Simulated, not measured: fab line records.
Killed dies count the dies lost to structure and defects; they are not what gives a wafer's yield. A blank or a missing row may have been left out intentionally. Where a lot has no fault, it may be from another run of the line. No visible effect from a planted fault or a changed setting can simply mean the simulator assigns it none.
Which tool did it? | flow sky130 | Sampling: 14 lots, 42 wafers, 5 of 708 route steps

## WHAT THE GAUGES SHOWED, per wafer
SKY_LDD_N_TW_MEAS_17. Usual: LDD_N_TW 2569, standard deviation 19.
lot  | measured     | on            | LDD_N_TW       | flag
L848 | day 17 03:07 | film-metro-01 | 2557 2546 2546 |
L849 | day 17 17:14 | film-metro-01 | 2550 2564 2556 |
L850 | day 18 00:13 | film-metro-03 | 2587 2593 2591 |
L851 | day 18 13:40 | film-metro-01 | 2562 2549 2569 |
L852 | day 19 09:00 | film-metro-01 | 2539 2533 2535 |
L853 | day 20 00:07 | film-metro-04 | 2574 2583 2573 |
L854 | day 20 10:25 | film-metro-01 | 2559 2566 2571 |
L855 | day 20 14:03 | film-metro-01 | 2568 2559 2559 |
L865 | day 23 15:11 | film-metro-04 | 2437 2432 2433 | OFF
L864 | day 24 01:31 | film-metro-04 | 2429 2430 2427 | OFF
L867 | day 24 17:01 | film-metro-03 | 2584 2599 2595 |
L868 | day 25 17:04 | film-metro-03 | 2591 2601 2604 |
L869 | day 26 10:00 | film-metro-03 | 2577 2570 2596 |
L870 | day 26 11:40 | film-metro-03 | 2579 2581 2578 |

SKY_SD_P_OVL_MEAS_08. Usual: SD_P_OVL -0.1 nm, standard deviation 1.3.
lot  | measured     | on         | SD_P_OVL (nm)  | flag
L848 | day 24 17:49 | overlay-02 | 0.3 0.8 0.1    |
L849 | day 25 09:15 | overlay-02 | -0.7 0.8 -2.1  |
L850 | day 25 15:32 | overlay-02 | -1.7 0.4 1.6   |
L851 | day 26 04:59 | overlay-02 | 0.3 0.9 0.3    |
L852 | day 26 22:50 | overlay-02 | -3.2 -2.6 -2.5 |
L853 | day 27 12:32 | overlay-02 | -0.6 1.3 0.2   |
L854 | day 27 21:25 | overlay-02 | 0.7 1.8 1.2    |
L855 | day 28 01:28 | overlay-02 | 0.8 1.4 1.8    |
L867 | day 31 23:02 | overlay-02 | -1.4 -0.4 0.3  |
L868 | day 32 17:29 | overlay-02 | 3.2 1.2 2.3    |
L869 | day 33 11:46 | overlay-02 | -0.7 1.5 0.5   |
L870 | day 33 11:10 | overlay-02 | -1.7 0.4 -0.1  |

SKY_LI_CONTACT_BOW_MEAS_03. Usual: LI_CONTACT_BOW 56 um, standard deviation 7.1.
lot  | measured     | on            | LI_CONTACT_BOW (um) | flag
L848 | day 27 05:51 | film-metro-02 | 63 57 57            |
L849 | day 27 20:30 | film-metro-01 | 63 55 55            |
L850 | day 28 03:41 | film-metro-01 | 46 59 56            |
L851 | day 28 16:43 | film-metro-02 | 58 62 63            |
L852 | day 29 08:21 | film-metro-01 | 57 62 60            |
L853 | day 29 21:29 | film-metro-01 | 47 41 49            |
L854 | day 30 04:55 | film-metro-02 | 56 68 64            |
L855 | day 30 07:49 | film-metro-04 | 54 53 64            |
L867 | day 34 05:58 | film-metro-02 | 59 55 49            |
L868 | day 34 23:44 | film-metro-02 | 56 61 62            |
L869 | day 35 18:08 | film-metro-04 | 51 64 58            |
L870 | day 35 17:46 | film-metro-01 | 68 53 57            |

## EACH LOT AND THE TOOL THAT RAN IT (in order: tool; ch and the chambers of the sampled wafers; start)
lot  | SKY_LDD_N_IMPLANT_08            | SKY_LDD_N_STRIP_16
L848 | implanter-02 ch 0, day 17 01:49 | plasma-asher-02 ch 0,1, day 17 03:01
L849 | implanter-02 ch 0, day 17 15:59 | plasma-asher-03 ch 0,1, day 17 17:08
L850 | implanter-03 ch 0, day 17 22:56 | plasma-asher-03 ch 0,1, day 18 00:07
L851 | implanter-02 ch 0, day 18 12:23 | plasma-asher-04 ch 0,1, day 18 13:34
L852 | implanter-03 ch 0, day 19 07:42 | plasma-asher-04 ch 0,1, day 19 08:54
L853 | implanter-03 ch 0, day 19 22:51 | plasma-asher-03 ch 0,1, day 20 00:02
L854 | implanter-03 ch 0, day 20 09:07 | plasma-asher-02 ch 0,1, day 20 10:18
L855 | implanter-01 ch 0, day 20 10:33 | plasma-asher-02 ch 0,1, day 20 13:57
L865 | implanter-02, day 23 13:54      | plasma-asher-03 ch 0,1, day 23 15:04
L864 | implanter-01, day 24 00:15      | plasma-asher-02 ch 0,1, day 24 01:26
L867 | implanter-01 ch 0, day 24 15:43 | plasma-asher-03 ch 0,1, day 24 16:55
L868 | implanter-01 ch 0, day 25 15:48 | plasma-asher-04 ch 0,1, day 25 16:59
L869 | implanter-03 ch 0, day 26 08:42 | plasma-asher-02 ch 0, day 26 09:54
L870 | implanter-03 ch 0, day 26 10:22 | plasma-asher-04 ch 0,1, day 26 11:34
- SKY_LDD_N_IMPLANT_08
- SKY_LDD_N_STRIP_16: strips in O2/N2.

## AS READ BY THE TOOLS THEMSELVES (means over the sampled wafers that have a number; for cases with no such wafer, the mark the record gives instead)
SKY_LDD_N_IMPLANT_08. Usual: beam-energy-keV 19.999, standard deviation 0.0062; beam-on-s 10.00 s, standard deviation 0.19; dose-ions-cm2 7.499e+13, standard deviation 8.8e+10.
lot  | tool         | beam-energy-keV | beam-on-s (s) | dose-ions-cm2 | flag
L848 | implanter-02 | 19.999          | 10.20         | 7.491e+13     |
L849 | implanter-02 | 20.001          | 9.83          | 7.508e+13     |
L850 | implanter-03 | 19.997          | 9.77          | 7.505e+13     |
L851 | implanter-02 | 20.001          | 10.01         | 7.503e+13     |
L852 | implanter-03 | 20.000          | 9.96          | 7.497e+13     |
L853 | implanter-03 | 20.001          | 10.16         | 7.500e+13     |
L854 | implanter-03 | 20.006          | 10.14         | 7.507e+13     |
L855 | implanter-01 | 19.997          | 9.99          | 7.496e+13     |
L865 | implanter-02 | -               | -             | -             | OFF
L864 | implanter-01 | -               | -             | -             | OFF
L867 | implanter-01 | 19.998          | 10.11         | 7.503e+13     |
L868 | implanter-01 | 19.999          | 9.87          | 7.495e+13     |
L869 | implanter-03 | 19.990          | 10.09         | 7.506e+13     |
L870 | implanter-03 | 19.996          | 9.92          | 7.493e+13     |

SKY_LDD_N_STRIP_16. Usual: drypump-motor-current-A 5.89 A, standard deviation 0.3; n2-flow-sccm 300.0 sccm, standard deviation 0.88; oes-product-au 0.408 a.u., standard deviation 0.0048; strip-time-to-endpoint-s 4.311 s, standard deviation 0.016.
lot  | tool            | drypump-motor-current-A (A) | n2-flow-sccm (sccm) | oes-product-au (a.u.) | strip-time-to-endpoint-s (s) | flag
L848 | plasma-asher-02 | 5.93                        | 300.5               | 0.411                 | 4.304                        |
L849 | plasma-asher-03 | 6.08                        | 300.5               | 0.409                 | 4.300                        |
L850 | plasma-asher-03 | 5.74                        | 299.4               | 0.411                 | 4.297                        |
L851 | plasma-asher-04 | 5.68                        | 299.8               | 0.408                 | 4.314                        |
L852 | plasma-asher-04 | 5.79                        | 298.9               | 0.406                 | 4.331                        |
L853 | plasma-asher-03 | 5.73                        | 299.9               | 0.406                 | 4.322                        |
L854 | plasma-asher-02 | 5.92                        | 299.8               | 0.410                 | 4.316                        |
L855 | plasma-asher-02 | 6.05                        | 300.5               | 0.408                 | 4.336                        |
L865 | plasma-asher-03 | 6.10                        | 299.5               | 0.408                 | 4.134                        | OFF
L864 | plasma-asher-02 | 5.93                        | 300.1               | 0.403                 | 4.130                        | OFF
L867 | plasma-asher-03 | 6.08                        | 300.3               | 0.407                 | 4.308                        |
L868 | plasma-asher-04 | 5.81                        | 299.4               | 0.412                 | 4.315                        |
L869 | plasma-asher-02 | 5.85                        | 300.6               | 0.408                 | 4.317                        |
L870 | plasma-asher-04 | 5.82                        | 299.0               | 0.408                 | 4.313                        |

## THE ANSWER, worked out from the rows above alone
Rule: lot off if the mean of its wafers having a number is beyond 3 standard deviations from the usual mean. Also off: a lot with no number at a reading for which 4 or more lots have one. All remaining lots with rows at the step are treated as sound. First the gauges in route order, then the tools' own readings, where a lot's mean is used as printed above. The first step at which some lot is off is used, and at that step the reading that is off furthest; a lot without a number counts as furthest.
Off: L865, L864, seen at SKY_LDD_N_TW_MEAS_17 (LDD_N_TW).
If a tool, at a process step before that reading, ran all the lots that are off and no sound lot after the first of them, it fits. Not tried: the gauges at SKY_LDD_N_TW_MEAS_17; whatever is off there is also off at SKY_LDD_N_IMPLANT_08, on other tools, and gauge error can't account for it. None of those tried fits.

## WHAT THE SIMULATOR HAD PUT IN
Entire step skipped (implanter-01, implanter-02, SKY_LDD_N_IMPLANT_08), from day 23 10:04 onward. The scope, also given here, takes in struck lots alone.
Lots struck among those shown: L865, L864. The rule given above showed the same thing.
